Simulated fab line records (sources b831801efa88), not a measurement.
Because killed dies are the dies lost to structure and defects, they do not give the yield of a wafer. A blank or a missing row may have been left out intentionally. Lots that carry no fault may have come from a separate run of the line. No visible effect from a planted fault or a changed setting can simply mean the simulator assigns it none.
Check for tools in common | flow gf180mcu | Sample size 11 lots and 33 wafers

== WHAT PROMPTED THE OPENING ==
Of 11 lots, 1 have the reading MVPSD_TW flagged at GF_MVPSD_TW_MEAS_11. Wafers without a fault read 548, standard deviation 4.6.
Rule: a lot is flagged in two cases, either no wafer of it has a number, or all its wafers with numbers fall more than 4 standard deviations from that mean. All remaining lots are regarded as sound.

lot  | measured     | on            | MVPSD_TW, wafer by wafer | flag
L698 | day 5 06:33  | film metro-02 | 547 543 545              |
L700 | day 5 20:53  | film metro-02 | 543 547 548              |
L701 | day 6 00:41  | film metro-02 | 545 544 542              |
L703 | day 6 12:02  | film metro-02 | 546 546 540              |
L706 | day 7 06:44  | film metro-04 | 553 556 552              |
L711 | day 8 14:41  | film metro-04 | 30 30 30                 | FLAGGED
L713 | day 9 01:05  | film metro-01 | 546 546 546              |
L714 | day 9 07:34  | film metro-04 | 547 552 552              |
L715 | day 9 11:32  | film metro-01 | 546 543 543              |
L717 | day 10 01:10 | film metro-02 | 546 546 547              |
L720 | day 10 18:59 | film metro-02 | 543 545 545              |
The numbers of the flagged lots are 30 on average: -518 against the usual, or -99 or more standard deviations.

== WHICH TOOL EACH LOT WENT THROUGH ==
Before the reading, the record contains 3 process steps out of a 602-step route. Cell contents, in order: the tool; ch with the chambers the sampled wafers went through; the start.
lot  | flag    | GF_LVPWELL_STRIP_10                 | GF_MVPSD_EXPOSE_04                  | GF_MVPSD_STRIP_10
L698 |         | plasma asher-02 ch 0,1, day 4 02:19 | iline stepper-02 ch 0, day 4 23:41  | plasma asher-03 ch 0,1, day 5 06:28
L700 |         | plasma asher-02 ch 0,1, day 4 15:35 | iline stepper-01 ch 0, day 5 13:21  | plasma asher-02 ch 0,1, day 5 20:47
L701 |         | plasma asher-01 ch 0,1, day 4 19:32 | iline stepper-01 ch 0, day 5 17:12  | plasma asher-02 ch 0,1, day 6 00:35
L703 |         | plasma asher-02 ch 0,1, day 5 05:44 | iline stepper-01 ch 0, day 6 03:45  | plasma asher-04 ch 0,1, day 6 11:56
L706 |         | plasma asher-04 ch 0,1, day 5 23:35 | iline stepper-02 ch 0, day 6 22:48  | plasma asher-04 ch 0,1, day 7 06:38
L711 | FLAGGED | plasma asher-04 ch 0,1, day 7 05:38 | iline stepper-01 ch 0, day 8 06:12  | plasma asher-02 ch 0,1, day 8 14:35
L713 |         | plasma asher-02 ch 0,1, day 7 15:35 | iline stepper-01 ch 0, day 8 16:35  | plasma asher-02 ch 0,1, day 9 00:58
L714 |         | plasma asher-02 ch 0,1, day 7 22:19 | iline stepper-02 ch 0, day 8 22:53  | plasma asher-04 ch 0,1, day 9 07:28
L715 |         | plasma asher-01 ch 1, day 8 01:53   | iline stepper-01 ch 0, day 9 02:41  | plasma asher-03 ch 0,1, day 9 11:26
L717 |         | plasma asher-04 ch 0,1, day 8 13:24 | iline stepper-02 ch 0, day 9 16:01  | plasma asher-04 ch 0,1, day 10 01:04
L720 |         | plasma asher-01 ch 0,1, day 9 06:49 | iline stepper-01 ch 0, day 10 09:13 | plasma asher-03 ch 0, day 10 18:52
What these steps do:
- GF_LVPWELL_STRIP_10: strips in O2/N2.
- GF_MVPSD_EXPOSE_04: exposes mask MVPSD, target cd 1000 nm.
- GF_MVPSD_STRIP_10: strips in O2/N2.
- GF_MVPSD_TW_MEAS_11

== FLAGGED AGAINST TOTAL, ONE TOOL AT A TIME (gauges that did the reading follow at the end) ==
step                | tool             | lots run | flagged | share of the flagged lots | sound lots run after its first flagged lot
GF_LVPWELL_STRIP_10 | plasma asher-01  | 3        | 0       | none                      | -
GF_LVPWELL_STRIP_10 | plasma asher-02  | 5        | 0       | none                      | -
GF_LVPWELL_STRIP_10 | plasma asher-04  | 3        | 1       | all                       | 1 (L717)
GF_MVPSD_EXPOSE_04  | iline stepper-01 | 7        | 1       | all                       | 3 (L713,L715,L720)
GF_MVPSD_EXPOSE_04  | iline stepper-02 | 4        | 0       | none                      | -
GF_MVPSD_STRIP_10   | plasma asher-02  | 4        | 1       | all                       | 1 (L713)
GF_MVPSD_STRIP_10   | plasma asher-03  | 3        | 0       | none                      | -
GF_MVPSD_STRIP_10   | plasma asher-04  | 4        | 0       | none                      | -
GF_MVPSD_TW_MEAS_11 | film metro-01    | 2        | 0       | none                      | -
GF_MVPSD_TW_MEAS_11 | film metro-02    | 6        | 0       | none                      | -
GF_MVPSD_TW_MEAS_11 | film metro-04    | 3        | 1       | all                       | 1 (L714)

== WHAT THE TABLE PERMITS ==
4 rows of the table ran every flagged lot: plasma asher-04 at GF_LVPWELL_STRIP_10, iline stepper-01 at GF_MVPSD_EXPOSE_04, plasma asher-02 at GF_MVPSD_STRIP_10, film metro-04 at GF_MVPSD_TW_MEAS_11.
- plasma asher-04 at GF_LVPWELL_STRIP_10 ran 3 lots, 1 of them flagged. Sound lots ran on it after the first flagged one (L717), which a lasting fault on the whole tool wouldn't allow.
- iline stepper-01 at GF_MVPSD_EXPOSE_04 ran 7 lots, 1 of them flagged. Sound lots ran on it after the first flagged one (L713, L715, L720), which a lasting fault on the whole tool wouldn't allow.
- plasma asher-02 at GF_MVPSD_STRIP_10 ran 4 lots, 1 of them flagged. Sound lots ran on it after the first flagged one (L713), which a lasting fault on the whole tool wouldn't allow.
- film metro-04 at GF_MVPSD_TW_MEAS_11 ran 3 lots, 1 of them flagged. Sound lots ran on it after the first flagged one (L714), which a lasting fault on the whole tool wouldn't allow.
Every row of the table either missed a flagged lot or ran a sound lot after the first.

== WHAT THE SIMULATOR PUT IN ==
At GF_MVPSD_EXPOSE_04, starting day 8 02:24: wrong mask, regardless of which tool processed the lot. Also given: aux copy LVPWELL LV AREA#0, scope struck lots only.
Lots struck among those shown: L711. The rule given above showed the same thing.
